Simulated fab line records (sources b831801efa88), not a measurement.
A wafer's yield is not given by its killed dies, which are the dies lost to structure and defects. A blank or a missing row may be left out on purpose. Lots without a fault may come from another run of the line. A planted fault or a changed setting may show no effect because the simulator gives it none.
A struck lot beside a sound one :: flow sky130 :: 17 out of 708 route steps
Sound: the wafers L227.1, L227.2, L227.5. Struck: wafers L221.1, L221.2, L221.4. The cause is named last.
For every step that has rows: the tool of each side, followed by ch and its chambers, followed by its first start. Under that, the readings that differ: sound wafers :: struck wafers :: difference of the means :: sigmas: that difference in standard deviations of wafers without a fault.
alike: readings whose means differ by less than 2 such deviations, and words and numbers that are the same on both sides. not compared: withheld readings, readings that some wafer has no value for, bounds like >300 that may hide the same value, and numbers for which the record gives no deviation and whose values overlap.
Wherever a step has rows on one side only, a row that says differs or no value, or a row with sigmas, the two part there. Numbers that have no deviation but don't overlap get no sigmas and don't part them. A reading that every wafer of one side lacks parts them only if that side has two wafers or more.

first, 1 step without rows for these wafers: SKY_VT_ADJUST_LVTN_IMPLANT_19.
SKY_VT_ADJUST_LVTN_STRIP_20: strips in O2/N2.
  sound on plasma asher-04 ch 0,1, day 12 12:24; struck on plasma asher-02 ch 0,1, day 10 17:43
  alike: drypump motor current A, oes product au, strip time to endpoint s
  not compared: rf hours counter h
SKY_VT_ADJUST_LVTN_TW_MEAS_21:
  sound on film metro-04, day 12 12:30; struck on film metro-03, day 10 17:49
  alike: VT_ADJUST_LVTN_2_TW
then, 7 steps without rows for these wafers: SKY_VT_ADJUST_NCORE_DEHYDRATE_00 (time 60 s); SKY_VT_ADJUST_NCORE_HMDS_01 (prime time 60 s); SKY_VT_ADJUST_NCORE_COAT_02 (resist thk 1140 nm); SKY_VT_ADJUST_NCORE_SOFTBAKE_03 (time 60 s); SKY_VT_ADJUST_NCORE_EXPOSE_04 (exposes mask LVTN COMPLEMENT THIN, target cd 380 nm); SKY_VT_ADJUST_NCORE_PEB_05; SKY_VT_ADJUST_NCORE_DEVELOP_06 (develop time 60 s).
SKY_VT_ADJUST_NCORE_CD_MEAS_07 targets a cd of 380 nm.
  sound on cd sem-01, day 13 12:46; struck on cd sem-01, day 11 16:58
  alike: cd nm
SKY_VT_ADJUST_NCORE_OVL_MEAS_08:
  sound on overlay-02, day 13 12:53; struck on overlay-01, day 11 17:05
reading: VT_ADJUST_NCORE_OVL (nm)
sound: 3.8 1.1 2.5
struck: -0.4 -1.8 -1.3
difference: -3.6
sigmas: -2
SKY_VT_ADJUST_NCORE_IMPLANT_09:
  sound on implanter-03 ch 0, day 13 12:55; struck on implanter-04 ch 0, day 11 17:07
reading: dose ions cm2
sound: 2.3983e+12 2.3975e+12 2.3989e+12
struck: 6.784e+11 6.843e+11 6.801e+11
difference: -1.717e+12
sigmas: -99 or more

reading: faraday current uA
sound: 13.69 13.81 13.77
struck: 3.87 3.99 3.86
difference: -9.85
sigmas: -38
SKY_VT_ADJUST_NCORE_STRIP_10: strips in O2/N2.
  sound on plasma asher-02 ch 0,1, day 13 13:04; struck on plasma asher-01 ch 0,1, day 11 17:16
  alike: drypump motor current A, oes product au, strip time to endpoint s
  not compared: rf hours counter h
SKY_VT_ADJUST_NCORE_TW_MEAS_11:
  sound on film metro-02, day 13 13:10; struck on film metro-02, day 11 17:22
reading: VT_ADJUST_NCORE_TW
sound: 217.5 218.5 217.4
struck: 153.9 154.3 153.8
difference: -63.8
sigmas: -35
then, 1 step without rows for these wafers: SKY_VT_ADJUST_HVTR_DEHYDRATE_00 (time 60 s).
-- the record jumps here: 37 days lie between the struck wafers' starts before and after (it left off in module VT_ADJUST_HVTR and takes up again in module PAD_OPEN, whose first step shown is number 708 of the route) --
SKY_PAD_OPEN_PROBE_99:
  sound on prober-02, day 49 13:12; struck on prober-02, day 48 09:59
reading: model.etest.nfet_16v.r on ohm um
sound: 1.416e+04 1.412e+04 1.402e+04
struck: 1.166e+04 1.164e+04 1.164e+04
difference: -2.453e+03
sigmas: 

reading: model.etest.pfet_16v.r on ohm um
sound: 1.51e+04 1.525e+04 1.551e+04
struck: 1.793e+04 1.763e+04 1.761e+04
difference: +2.437e+03
sigmas: 

reading: model.etest.pfet g5v0d10v5.r on ohm um
sound: 4765 4790 4800
struck: 5599 5592 5677
difference: +838
sigmas: 

reading: model.etest.tip p.rs ohm sq
sound: 6882 6928 6940
struck: 7466 7458 7476
difference: +550
sigmas: 

reading: model.etest.pfet_01v8.r on ohm um
sound: 2805 2873 2869
struck: 3295 3351 3396
difference: +498
sigmas: 

reading: model.etest.res pwell under gate.rs ohm sq
sound: 2291 2286 2281
struck: 2507 2500 2526
difference: +225
sigmas: 

reading: model.etest.nfet g5v0d10v5.r on ohm um
sound: 1879 1890 1877
struck: 1664 1672 1685
difference: -208
sigmas: 

reading: model.etest.tip_p_5v.rs ohm sq
sound: 2822 2855 2857
struck: 3003 3043 3018
difference: +177
sigmas: 
  alike: killed_at_M0_to_M3, killed_at_M4_up, killed at contacts, killed at front end, killed at other, killed dies, killed open, killed short

== WHERE THEY PART ==
First at SKY_VT_ADJUST_NCORE_OVL_MEAS_08; last, within this record, at SKY_VT_ADJUST_NCORE_TW_MEAS_11. Later steps at which nothing parts them and some readings are alike: SKY_PAD_OPEN_PROBE_99.

WHY: what had been put in by the simulator
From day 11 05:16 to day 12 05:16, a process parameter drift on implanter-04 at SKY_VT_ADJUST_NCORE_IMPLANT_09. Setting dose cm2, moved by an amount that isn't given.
